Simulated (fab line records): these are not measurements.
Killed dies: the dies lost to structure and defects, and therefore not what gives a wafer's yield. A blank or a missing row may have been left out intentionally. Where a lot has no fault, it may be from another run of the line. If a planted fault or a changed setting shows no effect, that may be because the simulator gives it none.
A lot that was struck, set against a sound lot || flow sky130 || 17 steps out of a route of 708
Sound: wafers L807.1, L807.2, L807.3. The struck wafers were L819.3, L819.4, L819.5. The cause comes at the end.
Order at every step that has rows: each side's tool, ch and its chambers, its first start. Under that, the readings that differ: sound wafers || struck wafers || difference of the means || sigmas: that difference in standard deviations of wafers without a fault.
alike: readings with means less than 2 such deviations apart, plus words and numbers identical on both sides. not compared: withheld readings, readings lacking a value on some wafer, bounds such as >300 that could conceal the same value, and numbers that have no deviation in the record and whose values overlap.
Wherever a step has rows on one side only, a row that says differs or no value, or a row with sigmas, the two part there. When numbers do not overlap yet have no deviation, they are printed without sigmas and do not part them. Lack of a reading on every wafer of one side parts them only where that side has two or more wafers.

first, 5 steps without rows for these wafers: SKY_SD_N_COAT_02 (resist thk 1159 nm); SKY_SD_N_SOFTBAKE_03 (time 60 s); SKY_SD_N_EXPOSE_04 (exposes mask NSDM, target cd 380 nm); SKY_SD_N_PEB_05; SKY_SD_N_DEVELOP_06 (develop time 60 s).
SKY_SD_N_CD_MEAS_07 targets a cd of 380 nm.
  sound on cdSem-01 at day 30 14:46; struck on cdSem-02 at day 34 11:51
  alike: cdNm
SKY_SD_N_OVL_MEAS_08:
  sound on overlay-02 at day 30 14:53; struck on overlay-02 at day 34 11:56
  alike: SD_N_OVL
then, 2 steps without rows for these wafers: SKY_SD_N_IMPLANT_09; SKY_SD_N_IMPLANT_10.
SKY_SD_N_STRIP_11: strips in O2/N2.
  sound on plasmaAsher-02 ch 0,1, day 30 15:13; struck on plasmaAsher-02 ch 0,1, day 34 12:18
  alike: drypumpMotorCurrentA, n2FlowSccm, oesProductAu, stripTimeToEndpointS
  not compared: rfHoursCounterH
SKY_SD_N_TW_MEAS_12:
  sound on filmMetro-01 at day 30 15:19; struck on filmMetro-01 at day 34 12:23
  alike: SD_N_TW
then, 1 step without rows for these wafers: SKY_SD_N_CLEAN_13 (cleans in SC1/SC2, time 150 s).
SKY_SD_N_RTA_14: time 2 s.
  sound on rtpAnneal-02 ch 0, day 30 15:26; struck on rtpAnneal-02 ch 0, day 34 12:30
{"reading": "lampPowerPct (%)", "sound": "15.67 15.79 15.74", "struck": "15.88 15.83 15.92", "difference": "+0.14", "sigmas": "+3"}
{"reading": "wafer_temp_C_max", "sound": "1077.8 1078.2 1078.2", "struck": "1091.7 1087.1 1088.6", "difference": "+11.1", "sigmas": "+8"}
SKY_SD_N_RS_MEAS_16: measurement is done with a four-point probe.
  sound on filmMetro-02 at day 30 15:36; struck on filmMetro-04 at day 34 12:41
{"reading": "SD_N_RS (ohm/sq)", "sound": "68.76 68.76 68.85", "struck": "66.46 66.56 66.43", "difference": -2.31, "sigmas": -18}
SKY_SD_N_RS_MEAS_17: measurement is done with a four-point probe.
  sound on filmMetro-02 at day 30 15:43; struck on filmMetro-04 at day 34 12:49
{"reading": "SD_P_RS (ohm/sq)", "sound": "147.3 147.2 147.3", "struck": "136.8 137.3 137.6", "difference": -10.0, "sigmas": -27}
SKY_SD_N_RS_MEAS_18: measurement is done with a four-point probe.
  sound on filmMetro-02 at day 30 15:50; struck on filmMetro-04 at day 34 12:56
  alike: RES_XHIGH_RS
-- the record jumps here: 17 days lie between the struck wafers' starts before and after (it left off in module SD_N and takes up again in module PAD_OPEN, whose first step shown is number 708 of the route) --
SKY_PAD_OPEN_PROBE_99:
  sound on prober-02 at day 48 21:17; struck on prober-02 at day 51 12:58
{"reading": "model.etest.resXhighPo.lineOhmUm", "sound": "5808 5486 5397", "struck": "4799 5104 4898", "difference": -630, "sigmas": ""}
{"reading": "model.etest.resXhighPo.rsOhmSq", "sound": "1997 1932 1908", "struck": "1718 1764 1747", "difference": -203, "sigmas": ""}
{"reading": "model.etest.pfet_01v8.rOnOhmUm", "sound": "2915 2930 2931", "struck": "2807 2789 2837", "difference": -114, "sigmas": ""}
{"reading": "model.etest.resPdiff.lineOhmUm", "sound": "1399 1387 1351", "struck": "1275 1277 1272", "difference": -104, "sigmas": ""}
{"reading": "model.etest.resHighPo.lineOhmUm", "sound": "773.5 748.9 734.7", "struck": "665 693.5 670.5", "difference": -76, "sigmas": ""}
{"reading": "model.etest.liconHighPo.rcOhm", "sound": "360.2 357.7 354.3", "struck": "309 309.1 299.3", "difference": -52, "sigmas": ""}
{"reading": "model.etest.resNdiff.lineOhmUm", "sound": "788.6 781.4 775.5", "struck": "743.3 743.3 742.3", "difference": -38.9, "sigmas": ""}
{"reading": "model.etest.resHighPo.rsOhmSq", "sound": "270.4 263.1 261.2", "struck": "236.6 241.3 241", "difference": -25.3, "sigmas": ""}
  alike: killed_at_M0_to_M3, killed_at_M4_up, killedAtContacts, killedAtFrontEnd, killedAtOther, killedDies, killedOpen, killedShort

## WHERE THEY PART
Last at SKY_SD_N_RS_MEAS_17 as far as this record goes, first at SKY_SD_N_RTA_14. Later steps at which nothing parts them and some readings are alike: SKY_SD_N_RS_MEAS_18, SKY_PAD_OPEN_PROBE_99.

WHY: what the simulator had put in
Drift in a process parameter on rtpAnneal-02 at SKY_SD_N_RTA_14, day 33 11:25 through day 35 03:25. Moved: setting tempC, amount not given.
